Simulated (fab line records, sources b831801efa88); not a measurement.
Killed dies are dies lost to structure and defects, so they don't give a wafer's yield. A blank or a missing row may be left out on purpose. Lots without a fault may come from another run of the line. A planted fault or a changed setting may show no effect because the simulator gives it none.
One fault seen from 2 desks | flow sky130 | each desk has only its own numbers; what lay behind them comes last

THE TOOL OWNER'S DESK: rie_metal-02
The tool's own readings at SKY_CAP2M_METAL_ETCH_13 (etches TiN in Cl2/BCl3, stops on SiO2, target depth 220 nm, time 62.9 s): means of the sampled wafers that have a number, for each lot that ran on this tool. A lot is out of limits, marked OUT, if its mean lies more than 4 standard deviations from the usual mean; the brackets give that distance.
Columns: A = drypump_motor_current_A at SKY_CAP2M_METAL_ETCH_13, usual 5.46 A; B = oes_product_au at SKY_CAP2M_METAL_ETCH_13, usual 0.944 a.u.; C = throttle_valve_pct at SKY_CAP2M_METAL_ETCH_13, usual 21.901 %
lot  | first seen here | A    | B               | C
L234 | day 41 03:33    | 5.76 | 0.954           | 21.905
L240 | day 42 23:59    | 5.71 | 0.942           | 21.898
L247 | day 44 17:28    | 5.71 | 0.944           | 21.902
L253 | day 46 09:22    | 5.79 | 0.821 (-16) OUT | 21.963 (+5.7) OUT
L254 | day 46 10:37    | 5.73 | 0.829 (-15) OUT | 21.987 (+7.8) OUT
This desk's finding: out of limits on L253, L254; first on L253, day 46 09:22 (oes_product_au at SKY_CAP2M_METAL_ETCH_13). In limits: L234, L240, L247.

THE METROLOGY DESK
What the gauges read, lot by lot, whatever tool the lot ran on: means of the sampled wafers that have a number. A lot is out of limits, marked OUT, if its mean lies more than 4 standard deviations from the usual mean; the brackets give that distance.
Columns: A = VIA3_W_RS at SKY_VIA3_RS_MEAS_22, usual 0.294 ohm/sq
lot  | first seen here | A
L234 | day 40 02:43    | 0.296
L237 | day 40 17:49    | 0.295
L240 | day 41 23:40    | 0.291
L242 | day 42 01:12    | 0.293
L245 | day 42 21:50    | 0.293
L246 | day 43 02:03    | 0.297
L247 | day 43 18:01    | 0.295
L253 | day 45 11:12    | 0.293
L254 | day 45 12:13    | 0.292
L257 | day 46 08:20    | 0.294
This desk's finding: nothing out of limits on any of the 10 lots.

PUT TOGETHER
The tool owner's desk could have raised an alarm at day 46 09:22, on L253, L254.
The metrology desk saw nothing out of limits.
The metrology desk has L253, L254 on record, within its limits.
Of the lots named, all ran SKY_CAP2M_METAL_ETCH_13 on rie_metal-02.

WHAT THE SIMULATOR HAD PUT IN
Process parameter drift: rie_metal-02, from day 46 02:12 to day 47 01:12, at SKY_CAP2M_METAL_ETCH_13. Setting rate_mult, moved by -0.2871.
Lots struck among those shown: L253, L254.
Hours from the fault's start to each desk's first reading out of limits: the tool owner's desk, 7.
